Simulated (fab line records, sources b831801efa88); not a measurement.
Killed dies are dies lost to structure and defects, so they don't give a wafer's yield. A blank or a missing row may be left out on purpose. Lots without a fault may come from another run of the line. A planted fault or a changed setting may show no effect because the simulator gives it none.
Chamber matching | flow sky130 | SKY_VIA2_ETCH_15 on rie_diel-03: 4 sister chambers
The step etches SiO2 in C4F8/O2/Ar, stops on TiN, target depth 546 nm, time 80.81 s. 20 wafers are shown with their chamber, then 10 later ones without.

WAFERS WITH THEIR CHAMBER
wafer  | chamber | oes_product_au (a.u.)
L074.2 | 3       | 0.956
L074.3 | 1       | 0.966
L074.6 | 0       | 0.962
L078.3 | 1       | 0.961
L078.4 | 2       | 0.951
L078.6 | 2       | 0.970
L083.1 | 2       | 0.962
L083.3 | 0       | 0.958
L083.5 | 2       | 0.961
L086.1 | 1       | 0.967
L086.3 | 0       | 0.961
L086.6 | 3       | 0.956
L085.1 | 1       | 0.965
L085.2 | 0       | 0.965
L085.4 | 3       | 0.960
L087.2 | 2       | 0.967
L087.4 | 3       | 0.954
L087.6 | 2       | 0.968
L089.2 | 2       | 0.963
L089.5 | 0       | 0.961

SIGNATURES (means of the wafers above)
reading        | chamber 0 | chamber 1 | chamber 2 | chamber 3 | scatter within a chamber
oes_product_au | 0.96140   | 0.96475   | 0.96314   | 0.95650   | 0.00436
Rule: a wafer's distance from a chamber is the root of the sum, over the readings, of the square of ((its reading less the chamber's mean) divided by the reading's scatter). The wafer belongs to the nearest chamber; if the next one is less than 2 further off, it can't be placed. The scatter: the root of (the sum of the squares of (reading less its chamber's mean) over the shown wafers, divided by (wafers less chambers)).

WAFERS WITHOUT THEIR CHAMBER
wafer  | oes_product_au (a.u.)
L089.6 | 0.960
L091.2 | 0.960
L091.3 | 0.971
L091.5 | 0.963
L095.1 | 0.960
L095.5 | 0.959
L095.6 | 0.962
L096.1 | 0.956
L096.2 | 0.965
L096.6 | 0.963

WHICH CHAMBER EACH WENT THROUGH
wafer  | from the rows above               | in truth
L089.6 | can't be placed: 0 or 2 or 3 or 1 | 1
L091.2 | can't be placed: 0 or 2 or 3 or 1 | 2
L091.3 | can't be placed: 1 or 2 or 0 or 3 | 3
L091.5 | can't be placed: 2 or 0 or 1 or 3 | 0
L095.1 | can't be placed: 0 or 2 or 3 or 1 | 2
L095.5 | can't be placed: 0 or 3 or 2 or 1 | 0
L095.6 | can't be placed: 0 or 2 or 1 or 3 | 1
L096.1 | can't be placed: 3 or 0 or 2 or 1 | 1
L096.2 | can't be placed: 1 or 2 or 0 or 3 | 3
L096.6 | can't be placed: 2 or 0 or 1 or 3 | 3
Placed correctly: 0 of 10. Can't be placed from these rows: 10 (the true chamber is among the candidates in 10). Placed wrongly: 0.
